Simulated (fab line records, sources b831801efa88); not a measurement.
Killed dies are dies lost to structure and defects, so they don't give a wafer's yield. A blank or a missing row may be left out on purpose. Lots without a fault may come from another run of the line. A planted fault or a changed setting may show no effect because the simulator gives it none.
Which tool did it? | flow sky130 | 11 lots, 33 wafers sampled, at 2 steps of a route of 708

WHAT THE GAUGES READ, wafer by wafer
SKY_CONTACT_THK_MEAS_03.
lot  | measured     | on            | CONTACT_HDPCVD_THK (nm)
L939 | day 31 08:12 | film_metro-02 | 566 568 555
L938 | day 31 09:18 | film_metro-01 | 559 556 564
L940 | day 31 13:48 | film_metro-03 | 563 563 560
L942 | day 33 11:25 | film_metro-02 | 564 573 573
L944 | day 33 12:03 | film_metro-01 | 581 569 579
L943 | day 33 13:35 | film_metro-01 | 555 567 548
L947 | day 33 22:48 | film_metro-01 | 569 573 572
L953 | day 35 17:20 | film_metro-01 | 553 561 562
L954 | day 36 08:44 | film_metro-01 | 564 560 561
L955 | day 36 11:50 | film_metro-01 | 563 565 565
L957 | day 37 00:03 | film_metro-01 | 558 565 561

WHICH TOOL RAN EACH LOT (tool, then ch and the chambers of the sampled wafers, then the start)
lot  | SKY_LOCAL_INTERCONNECT_METAL_ETCH_14
L939 | rie_metal-02 ch 0,1, day 31 07:21
L938 | rie_metal-04 ch 0,1, day 31 08:29
L940 | rie_metal-04 ch 0,1, day 31 12:59
L942 | rie_metal-04 ch 0,1, day 33 10:32
L944 | rie_metal-01 ch 0,1, day 33 11:09
L943 | rie_metal-02 ch 0,1, day 33 12:44
L947 | rie_metal-02 ch 1, day 33 21:53
L953 | rie_metal-04 ch 0, day 35 16:29
L954 | rie_metal-01 ch 0,1, day 36 07:56
L955 | rie_metal-01 ch 0,1, day 36 10:59
L957 | rie_metal-04 ch 0, day 36 23:12
- SKY_LOCAL_INTERCONNECT_METAL_ETCH_14: etches TiN in Cl2/BCl3, stops on PSG, target depth 110 nm, time 31.4 s.

WHAT THE TOOLS THEMSELVES READ (means of the sampled wafers that have a number; where no wafer has one, the mark that the record gives instead)
SKY_LOCAL_INTERCONNECT_METAL_ETCH_14.
lot  | tool         | drypump_motor_current_A (A) | oes_product_au (a.u.) | throttle_valve_pct (%)
L939 | rie_metal-02 | 6.4                         | 0.942                 | 21.906
L938 | rie_metal-04 | 5.3                         | 0.951                 | 21.896
L940 | rie_metal-04 | 5.3                         | 0.941                 | 21.900
L942 | rie_metal-04 | 5.5                         | 0.952                 | 21.892
L944 | rie_metal-01 | 5.8                         | 0.942                 | 21.906
L943 | rie_metal-02 | 6.5                         | 0.943                 | 21.897
L947 | rie_metal-02 | 6.7                         | 0.938                 | 21.898
L953 | rie_metal-04 | 5.6                         | 0.942                 | 21.901
L954 | rie_metal-01 | 6.1                         | 0.939                 | 21.905
L955 | rie_metal-01 | 5.8                         | 0.943                 | 21.903
L957 | rie_metal-04 | 5.6                         | 0.947                 | 21.906

THE ANSWER, worked out from the rows above alone
Rule: what is usual is taken from the lots themselves. Put in order of their means at a reading, lots are off if they are a third of the lots or fewer, leave a main group of 4 or more, and stand apart from it by a gap of 3 or more times the standard deviation of the main group's means; of several such gaps the widest counts. A main group whose means are all the same, to the digits that the tables above print for the reading, isn't used. A lot without any number at a reading at which 4 lots or more have one is off too. The other lots that the step has rows for count as sound. The gauges are gone through in route order, then the tools' own readings, and for those a lot's mean is taken as printed above. The first step at which some lot is off is used, and at that step the reading that is off furthest; a lot without a number counts as furthest.
No lot is off at any reading shown: from this, nothing can be told.

WHAT THE SIMULATOR HAD PUT IN
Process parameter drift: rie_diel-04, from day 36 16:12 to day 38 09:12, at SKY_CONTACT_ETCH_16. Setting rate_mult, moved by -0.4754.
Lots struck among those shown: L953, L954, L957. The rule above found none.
